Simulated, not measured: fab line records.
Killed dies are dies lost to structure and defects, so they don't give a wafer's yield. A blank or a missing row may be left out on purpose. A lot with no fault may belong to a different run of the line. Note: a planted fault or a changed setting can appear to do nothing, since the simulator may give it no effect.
Check of tool commonality / flow gf180mcu / 13 lots, 39 wafers sampled

## REASON IT WAS OPENED
At GF_STI_THK_MEAS_30 the reading STI_OXIDATION_02_THK is flagged on 3 of 13 lots. Wafers without a fault read 10.07 nm, standard deviation 0.18.
Rule: flag the lot when none of its wafers has a number, or when each of its wafers that has one lies beyond 4 standard deviations from that mean. All remaining lots are regarded as sound.

lot=L811; measured=day 2 06:08; on=film-metro-02; STI_OXIDATION_02_THK (nm), wafer by wafer=9.91 10.02 9.92; flag=
lot=L812; measured=day 2 13:35; on=film-metro-02; STI_OXIDATION_02_THK (nm), wafer by wafer=16.08 16.64 16.35; flag=FLAGGED
lot=L813; measured=day 2 18:53; on=film-metro-01; STI_OXIDATION_02_THK (nm), wafer by wafer=16.22 16.29 16.10; flag=FLAGGED
lot=L814; measured=day 2 21:02; on=film-metro-04; STI_OXIDATION_02_THK (nm), wafer by wafer=10.14 10.15 10.08; flag=
lot=L815; measured=day 3 03:31; on=film-metro-04; STI_OXIDATION_02_THK (nm), wafer by wafer=15.50 15.90 16.01; flag=FLAGGED
lot=L817; measured=day 3 13:20; on=film-metro-04; STI_OXIDATION_02_THK (nm), wafer by wafer=10.18 10.11 10.11; flag=
lot=L823; measured=day 4 23:20; on=film-metro-01; STI_OXIDATION_02_THK (nm), wafer by wafer=10.15 10.19 10.19; flag=
lot=L825; measured=day 5 06:55; on=film-metro-02; STI_OXIDATION_02_THK (nm), wafer by wafer=9.92 10.22 10.04; flag=
lot=L828; measured=day 5 23:32; on=film-metro-01; STI_OXIDATION_02_THK (nm), wafer by wafer=10.22 10.09 10.09; flag=
lot=L829; measured=day 6 02:55; on=film-metro-04; STI_OXIDATION_02_THK (nm), wafer by wafer=10.09 10.36 10.11; flag=
lot=L830; measured=day 6 07:55; on=film-metro-02; STI_OXIDATION_02_THK (nm), wafer by wafer=10.06 10.03 10.09; flag=
lot=L832; measured=day 6 18:23; on=film-metro-01; STI_OXIDATION_02_THK (nm), wafer by wafer=10.35 10.21 10.24; flag=
lot=L834; measured=day 7 06:39; on=film-metro-02; STI_OXIDATION_02_THK (nm), wafer by wafer=9.83 9.88 10.02; flag=
Average over the flagged lots: 16.12 nm; offset from the usual +6.05 nm, equal to +34 standard deviations.

## WHICH TOOL EACH LOT WENT THROUGH
The record keeps 1 process step preceding the reading, out of 602 steps on the route. Cell contents, in order: the tool; ch with the chambers the sampled wafers went through; the start.
lot=L811; flag=; GF_STI_OXIDATION_29=furnace-02 ch 0, day 2 04:45
lot=L812; flag=FLAGGED; GF_STI_OXIDATION_29=furnace-01 ch 0, day 2 10:13 and furnace-02 ch 0, day 2 12:11
lot=L813; flag=FLAGGED; GF_STI_OXIDATION_29=furnace-01 ch 0, day 2 15:50 and furnace-02 ch 0, day 2 17:24
lot=L814; flag=; GF_STI_OXIDATION_29=furnace-01 ch 0, day 2 19:37
lot=L815; flag=FLAGGED; GF_STI_OXIDATION_29=furnace-02 ch 0, day 3 00:30
lot=L817; flag=; GF_STI_OXIDATION_29=furnace-01 ch 0, day 3 11:56
lot=L823; flag=; GF_STI_OXIDATION_29=furnace-02 ch 0, day 4 21:57
lot=L825; flag=; GF_STI_OXIDATION_29=furnace-02 ch 0, day 5 05:32
lot=L828; flag=; GF_STI_OXIDATION_29=furnace-01 ch 0, day 5 22:07
lot=L829; flag=; GF_STI_OXIDATION_29=furnace-01 ch 0, day 6 01:31
lot=L830; flag=; GF_STI_OXIDATION_29=furnace-01 ch 0, day 6 06:31
lot=L832; flag=; GF_STI_OXIDATION_29=furnace-02 ch 0, day 6 16:59
lot=L834; flag=; GF_STI_OXIDATION_29=furnace-02 ch 0, day 7 05:14
What is done by these steps:
- GF_STI_OXIDATION_29: stabilise 600 s, purge 300 s, target thk 10 nm.
- GF_STI_THK_MEAS_30

## FLAGGED OVER TOTAL, TOOL BY TOOL (the gauges that took the reading come last)
step=GF_STI_OXIDATION_29; tool=furnace-01; lots run=7; flagged=2; share of the flagged lots=some; sound lots run after its first flagged lot=5 (L814,L817,L828,L829,L830)
step=GF_STI_OXIDATION_29; tool=furnace-02; lots run=8; flagged=3; share of the flagged lots=all; sound lots run after its first flagged lot=4 (L823,L825,L832,L834)
step=GF_STI_THK_MEAS_30; tool=film-metro-01; lots run=4; flagged=1; share of the flagged lots=some; sound lots run after its first flagged lot=3 (L823,L828,L832)
step=GF_STI_THK_MEAS_30; tool=film-metro-02; lots run=5; flagged=1; share of the flagged lots=some; sound lots run after its first flagged lot=3 (L825,L830,L834)
step=GF_STI_THK_MEAS_30; tool=film-metro-04; lots run=4; flagged=1; share of the flagged lots=some; sound lots run after its first flagged lot=2 (L817,L829)

## WHAT THE TABLE PERMITS
Rows of the table that ran each flagged lot: 1, that is furnace-02 at GF_STI_OXIDATION_29.
- furnace-02 at GF_STI_OXIDATION_29 ran 8 lots, 3 of them flagged. Lots that were sound ran on it after the first flagged one (L823, L825, L832, L834); a persistent fault on the entire tool would not allow that.
None of the table's rows ran every flagged lot and, after the first, no sound lot.

## WHAT THE SIMULATOR HAD PUT IN
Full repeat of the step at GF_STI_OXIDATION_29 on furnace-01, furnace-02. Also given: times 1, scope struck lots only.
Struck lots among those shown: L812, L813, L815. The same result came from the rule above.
